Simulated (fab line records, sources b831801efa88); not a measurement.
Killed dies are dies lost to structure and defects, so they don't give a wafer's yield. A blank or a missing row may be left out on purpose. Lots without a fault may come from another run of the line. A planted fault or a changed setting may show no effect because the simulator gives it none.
A struck lot beside a sound one | flow sky130 | 19 steps out of a route of 708
Sound: wafers L364.1, L364.3, L364.4. Struck: wafers L369.1, L369.2, L369.5. The cause comes at the end.
At each step with rows: each side's tool, then ch and its chambers, then its first start. Under that, the readings that differ: sound wafers | struck wafers | difference of the means | sigmas: that difference in standard deviations of wafers without a fault.
alike: readings whose means differ by less than 2 such deviations, and words and numbers that are the same on both sides. not compared: withheld readings, readings that some wafer has no value for, bounds like >300 that may hide the same value, and numbers for which the record gives no deviation and whose values overlap.
The two part at a step that has a row with sigmas, a row that says differs or no value, or rows on one side only. Numbers that don't overlap but have no deviation are shown without sigmas and don't part them. A reading that every wafer of one side lacks parts them only if that side has two wafers or more.

SKY_FIELD_ISO_BOW_MEAS_00:
  sound on film_metro-03, day 1 15:00; struck on film_metro-03, day 2 16:00
  alike: INCOMING_BOW
then, 1 step without rows for these wafers: SKY_FIELD_ISO_OXIDATION_01 (stabilise 600 s, purge 300 s, target thk 12 nm).
SKY_FIELD_ISO_THK_MEAS_02:
  sound on film_metro-04, day 1 17:17; struck on film_metro-01, day 2 17:51
  alike: FIELD_ISO_OXIDATION_00_THK
then, 1 step without rows for these wafers: SKY_FIELD_ISO_CVD_03 (deposits Si3N4 from DCS/NH3, target thk 165 nm, time 2830 s).
SKY_FIELD_ISO_THK_MEAS_04:
  sound on film_metro-03, day 1 19:07; struck on film_metro-04, day 2 20:49
  alike: FIELD_ISO_CVD_03_THK
then, 3 steps without rows for these wafers: SKY_FIELD_ISO_DEHYDRATE_05 (time 60 s); SKY_FIELD_ISO_HMDS_06 (prime time 60 s); SKY_FIELD_ISO_COAT_07 (resist thk 60 nm).
SKY_FIELD_ISO_COAT_08: resist thk 450 nm.
  sound on litho_track-03 ch 0, day 2 02:00; struck on litho_track-03 ch 0, day 3 04:00
  reading                                          | sound             | struck            | difference | sigmas
  model.KrF-thick_of_FIELD_ISO_COAT_08.thk_nm (nm) | 452.1 450.7 450.8 | 396.6 395.4 395.8 | -55.3      |
then, 4 steps without rows for these wafers: SKY_FIELD_ISO_SOFTBAKE_09 (time 90 s); SKY_FIELD_ISO_EXPOSE_10 (exposes mask FOM, target cd 150 nm); SKY_FIELD_ISO_PEB_11; SKY_FIELD_ISO_DEVELOP_12 (develop time 60 s).
SKY_FIELD_ISO_CD_MEAS_13: target cd 150 nm.
  sound on cd_sem-01, day 2 10:07; struck on cd_sem-02, day 3 12:43
  reading    | sound             | struck            | difference | sigmas
  cd_nm (nm) | 152.0 151.3 153.1 | 146.1 144.1 145.2 | -7.0       | -4
SKY_FIELD_ISO_ETCH_14: etches BARC in N2/H2, stops on SiO2, time 45.9 s, target depth 60 nm.
  sound on rie_diel-02 ch 0,1,2, day 2 10:14; struck on rie_diel-04 ch 1,2,3, day 3 12:50
  alike: drypump_motor_current_A, oes_product_au, rf_fwd_power_W, throttle_valve_pct
  not compared: rf_hours_counter_h
SKY_FIELD_ISO_ETCH_15: etches the open film in CHF3/O2, stops on Si, target depth 180 nm, time 72 s.
  sound on rie_diel-02 ch 0,1,2, day 2 10:17; struck on rie_diel-04 ch 1,2,3, day 3 12:53
  reading                                          | sound             | struck            | difference | sigmas
  model.KrF-thick_of_FIELD_ISO_COAT_08.thk_nm (nm) | 242.4 235.7 237.2 | 184.4 183.5 176.7 | -56.9      |
  alike: drypump_motor_current_A, oes_product_au, rf_fwd_power_W, throttle_valve_pct
  not compared: rf_hours_counter_h
SKY_FIELD_ISO_STRIP_16: strips in O2/N2.
  sound on plasma_asher-04 ch 0,1, day 2 10:20; struck on plasma_asher-01 ch 0,1, day 3 12:56
  reading                      | sound             | struck            | difference | sigmas
  oes_product_au (a.u.)        | 0.382 0.377 0.378 | 0.359 0.354 0.354 | -0.023     | -5
  strip_time_to_endpoint_s (s) | 3.61 3.53 3.55    | 2.99 2.97 2.90    | -0.61      | -15
  alike: drypump_motor_current_A
  not compared: rf_hours_counter_h
SKY_FIELD_ISO_ETCH_17: etches Si in HBr/Cl2/O2, target depth 342 nm, time 97.7 s.
  sound on rie_si-02 ch 1,2, day 2 10:26; struck on rie_si-01 ch 0,3, day 3 13:02
  alike: drypump_motor_current_A, oes_product_au, rf_fwd_power_W, throttle_valve_pct
  not compared: rf_hours_counter_h
-- the record jumps here: 44 days lie between the struck wafers' starts before and after (it left off in module FIELD_ISO and takes up again in module PAD_OPEN, whose first step shown is number 708 of the route) --
SKY_PAD_OPEN_PROBE_99:
  sound on prober-02, day 45 21:00; struck on prober-01, day 47 07:31
  alike: killed_at_M0_to_M3, killed_at_M4_up, killed_at_contacts, killed_at_front_end, killed_dies, killed_open, killed_short

WHERE THEY PART
First at SKY_FIELD_ISO_CD_MEAS_13; last, within this record, at SKY_FIELD_ISO_STRIP_16. Later steps at which nothing parts them and some readings are alike: SKY_FIELD_ISO_ETCH_17, SKY_PAD_OPEN_PROBE_99.

WHY: what the simulator had put in
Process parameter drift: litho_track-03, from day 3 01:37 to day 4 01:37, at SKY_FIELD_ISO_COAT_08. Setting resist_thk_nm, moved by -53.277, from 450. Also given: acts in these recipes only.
